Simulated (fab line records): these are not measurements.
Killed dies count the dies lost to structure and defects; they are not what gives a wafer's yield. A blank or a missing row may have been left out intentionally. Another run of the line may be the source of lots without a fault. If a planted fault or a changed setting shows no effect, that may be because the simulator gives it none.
What tool caused it?    flow sky130    Sampling: 14 lots, 42 wafers, 4 of 708 route steps

## WHAT THE GAUGES READ, wafer by wafer
SKY_LDD_HVN_TW_MEAS_10.
lot   measured      on             LDD_HVN_TW
L358  day 20 11:06  film-metro-02  1430 1441 1429
L360  day 21 03:55  film-metro-02  1442 1440 1439
L361  day 21 12:25  film-metro-04  1421 1413 1414
L362  day 21 23:50  film-metro-03  1436 1441 1435
L363  day 22 19:41  film-metro-03  1432 1441 1437
L365  day 23 09:29  film-metro-02  1434 1442 1437
L366  day 23 20:12  film-metro-03  1459 1452 1461
L367  day 24 05:05  film-metro-03  1443 1442 1456
L368  day 24 06:44  film-metro-03  1436 1447 1445
L370  day 25 03:58  film-metro-02  1439 1442 1438
L378  day 27 23:49  film-metro-03  1450 1441 1443
L379  day 28 01:43  film-metro-04  1419 1424 1429
L381  day 28 10:15  film-metro-04  1424 1417 1423
L380  day 28 12:53  film-metro-04  1418 1417 1420

SKY_SD_N_CD_MEAS_07: target cd 380 nm.
lot   measured      on         cd-nm (nm)
L358  day 28 02:58  cd-sem-01  377.0 376.5 376.6
L360  day 28 16:17  cd-sem-01  380.8 379.2 379.0
L361  day 28 23:34  cd-sem-01  379.5 379.3 378.3
L362  day 29 11:13  cd-sem-01  382.0 382.1 380.9
L363  day 30 07:13  cd-sem-01  377.5 380.9 377.4
L365  day 30 17:54  cd-sem-01  380.4 383.2 383.0
L366  day 31 04:53  cd-sem-01  380.3 378.3 378.4
L367  day 31 13:33  cd-sem-02  383.1 384.9 383.4
L368  day 31 17:40  cd-sem-01  374.8 373.1 378.4
L370  day 32 09:28  cd-sem-02  384.3 384.4 382.5
L378  day 34 23:51  cd-sem-02  380.6 384.5 381.3
L379  day 35 02:21  cd-sem-02  383.6 385.0 384.9
L381  day 35 06:17  cd-sem-01  382.1 380.5 382.3
L380  day 35 10:26  cd-sem-02  385.6 382.2 384.6

SKY_SD_N_RS_MEAS_18: measures by four-point-probe.
lot   measured      on             RES_XHIGH_RS (ohm/sq)
L358  day 28 04:04  film-metro-03  331.4 331.5 331.7
L360  day 28 17:22  film-metro-04  335.8 334.9 334.4
L361  day 29 00:38  film-metro-04  334.0 333.6 334.5
L362  day 29 12:17  film-metro-02  332.2 332.7 332.9
L363  day 30 08:17  film-metro-03  332.8 333.9 333.8
L365  day 30 18:59  film-metro-02  333.6 334.8 334.6
L366  day 31 05:58  film-metro-03  332.2 332.0 332.7
L367  day 31 14:38  film-metro-03  333.3 332.3 332.4
L368  day 31 18:44  film-metro-02  331.5 330.1 331.9
L370  day 32 10:34  film-metro-02  331.6 332.6 331.4
L378  day 35 00:56  film-metro-04  333.4 333.0 333.2
L379  day 35 03:26  film-metro-04  335.4 334.6 333.5
L381  day 35 07:21  film-metro-04  333.4 333.0 333.9
L380  day 35 11:31  film-metro-02  334.8 334.5 334.6

## EACH LOT AND THE TOOL THAT RAN IT (in order: tool; ch and the chambers of the sampled wafers; start)
lot   SKY_RES_XHIGH_IMPLANT_07
L358  implanter-02 ch 0, day 26 22:38
L360  implanter-04 ch 0, day 27 11:38
L361  implanter-03 ch 0, day 27 18:43
L362  implanter-02 ch 0, day 28 06:15
L363  implanter-03 ch 0, day 29 02:34
L365  implanter-03 ch 0, day 29 13:57
L366  implanter-04 ch 0, day 30 00:29
L367  implanter-04 ch 0, day 30 10:08
L368  implanter-04 ch 0, day 30 14:16
L370  implanter-04 ch 0, day 31 06:25
L378  implanter-04 ch 0, day 33 21:24
L379  implanter-03 ch 0, day 34 00:27
L381  implanter-02 ch 0, day 34 03:26
L380  implanter-04 ch 0, day 34 08:20
- SKY_RES_XHIGH_IMPLANT_07

## WHAT THE TOOLS THEMSELVES READ (means of the sampled wafers that have a number; where no wafer has one, the mark that the record gives instead)
SKY_RES_XHIGH_IMPLANT_07.
lot   tool          beam-energy-keV  beam-on-s (s)  dose-ions-cm2  faraday-current-uA
L358  implanter-02  20.002           36.9           3.6e+14        552
L360  implanter-04  20.010           35.7           3.6e+14        568
L361  implanter-03  20.001           38.8           3.6e+14        523
L362  implanter-02  19.999           36.5           3.6e+14        557
L363  implanter-03  19.999           37.4           3.6e+14        541
L365  implanter-03  19.999           37.7           3.6e+14        537
L366  implanter-04  20.001           36.0           3.6e+14        564
L367  implanter-04  20.004           36.5           3.6e+14        555
L368  implanter-04  21.030           33.9           3.6e+14        596
L370  implanter-04  21.038           34.0           3.6e+14        595
L378  implanter-04  20.003           36.2           3.6e+14        560
L379  implanter-03  20.000           37.3           3.6e+14        545
L381  implanter-02  20.008           36.4           3.6e+14        558
L380  implanter-04  20.000           36.6           3.6e+14        553

## THE ANSWER, worked out from the rows above alone
Rule: the usual values come from the lots themselves. Put in order of their means at a reading, lots are off if they are a third of the lots or fewer, leave a main group of 4 or more, and stand apart from it by a gap of 3 or more times the standard deviation of the main group's means; of several such gaps the widest counts. A main group is skipped when, at the precision printed for the reading in the tables above, its means are all equal. A lot without any number at a reading at which 4 lots or more have one is off too. Any other lot the step has rows for is counted as sound. First the gauges in route order, then the tools' own readings, where a lot's mean is used as printed above. At the first step where some lot is off, the reading lying furthest off is the one used; lots without a number count as furthest.
Off at SKY_RES_XHIGH_IMPLANT_07 (beam-energy-keV): L368, L370. For the main group the mean is 20.002 and the standard deviation 0.0034.
If a tool, at that step or one of the process steps before it, ran each lot that is off and ran no sound lot following the first of them, it fits. No candidate that was tried fits.

## WHAT HAD BEEN PUT IN BY THE SIMULATOR
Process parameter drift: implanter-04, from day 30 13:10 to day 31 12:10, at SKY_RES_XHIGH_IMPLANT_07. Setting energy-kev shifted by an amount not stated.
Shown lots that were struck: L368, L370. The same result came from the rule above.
